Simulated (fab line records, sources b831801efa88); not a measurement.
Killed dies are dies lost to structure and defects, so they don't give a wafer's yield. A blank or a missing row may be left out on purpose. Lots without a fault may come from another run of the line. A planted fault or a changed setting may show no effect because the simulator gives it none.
A struck lot beside a sound one | flow gf180mcu | 21 steps out of a route of 602
Sound: wafers L899.1, L899.3, L899.5. Struck: wafers L905.1, L905.3, L905.5. The cause comes at the end.
At each step with rows: each side's tool, then ch and its chambers, then its first start. Under that, the readings that differ: sound wafers | struck wafers | difference of the means | sigmas: that difference in standard deviations of wafers without a fault.
alike: readings whose means differ by less than 2 such deviations, and words and numbers that are the same on both sides. not compared: withheld readings, readings that some wafer has no value for, bounds like >300 that may hide the same value, and numbers for which the record gives no deviation and whose values overlap.
The two part at a step that has a row with sigmas, a row that says differs or no value, or rows on one side only. Numbers that don't overlap but have no deviation are shown without sigmas and don't part them. A reading that every wafer of one side lacks parts them only if that side has two wafers or more.

first, 3 steps without rows for these wafers: GF_MVSD_EXPOSE_04 (exposes mask MVSD, target cd 1000 nm); GF_MVSD_PEB_05; GF_MVSD_DEVELOP_06 (develop time 60 s).
GF_MVSD_OVL_MEAS_07:
  sound on overlay-02, day 4 12:22; struck on overlay-01, day 6 01:40
  alike: MVSD_OVL
then, 2 steps without rows for these wafers: GF_MVSD_IMPLANT_08; GF_MVSD_IMPLANT_09.
GF_MVSD_STRIP_10: strips in O2/N2.
  sound on plasma_asher-03 ch 0,1, day 4 12:42; struck on plasma_asher-03 ch 1, day 6 01:59
  reading                      | sound             | struck            | difference | sigmas
  strip_time_to_endpoint_s (s) | 36.74 36.71 36.84 | 36.96 37.10 36.97 | +0.25      | +2
  alike: chamber_pressure_mTorr, drypump_motor_current_A, heater_power_w, oes_product_au, platen_temp_c
  not compared: rf_hours_counter_h
GF_MVSD_TW_MEAS_11:
  sound on film_metro-01, day 4 12:48; struck on film_metro-01, day 6 02:09
  alike: MVSD_TW
then, 4 steps without rows for these wafers: GF_MVPSD_DEHYDRATE_00 (time 60 s); GF_MVPSD_HMDS_01 (prime time 60 s); GF_MVPSD_COAT_02 (resist thk 3000 nm); GF_MVPSD_SOFTBAKE_03.
GF_MVPSD_EXPOSE_04: exposes mask MVPSD, target cd 1000 nm.
  sound on iline_stepper-02 ch 0, day 4 19:47; struck on iline_stepper-02 ch 0, day 6 09:59
  reading | sound                   | struck                        | difference | sigmas
  mask    | MVPSD#0 MVPSD#0 MVPSD#0 | LVPWELL#0 LVPWELL#0 LVPWELL#0 | differs    |
then, 2 steps without rows for these wafers: GF_MVPSD_PEB_05; GF_MVPSD_DEVELOP_06 (develop time 60 s).
GF_MVPSD_OVL_MEAS_07:
  sound on overlay-02, day 5 02:39; struck on overlay-01, day 6 17:16
  reading        | sound        | struck | difference                    | sigmas
  MVPSD_OVL (nm) | 0.8 0.9 -1.4 | - - -  | no value on the struck wafers |
then, 2 steps without rows for these wafers: GF_MVPSD_IMPLANT_08; GF_MVPSD_IMPLANT_09.
GF_MVPSD_STRIP_10: strips in O2/N2.
  sound on plasma_asher-02 ch 1, day 5 02:59; struck on plasma_asher-04 ch 0,1, day 6 17:35
  alike: chamber_pressure_mTorr, drypump_motor_current_A, heater_power_w, oes_product_au, platen_temp_c, strip_time_to_endpoint_s
  not compared: rf_hours_counter_h
GF_MVPSD_TW_MEAS_11:
  sound on film_metro-04, day 5 03:05; struck on film_metro-04, day 6 17:41
  reading  | sound       | struck   | difference | sigmas
  MVPSD_TW | 555 556 554 | 30 30 30 | -525       | -68
then, 1 step without rows for these wafers: GF_VT_IMPLANT_DEHYDRATE_00 (time 60 s).

WHERE THEY PART
First at GF_MVSD_STRIP_10; last, within this record, at GF_MVPSD_TW_MEAS_11.

WHY: what the simulator had put in
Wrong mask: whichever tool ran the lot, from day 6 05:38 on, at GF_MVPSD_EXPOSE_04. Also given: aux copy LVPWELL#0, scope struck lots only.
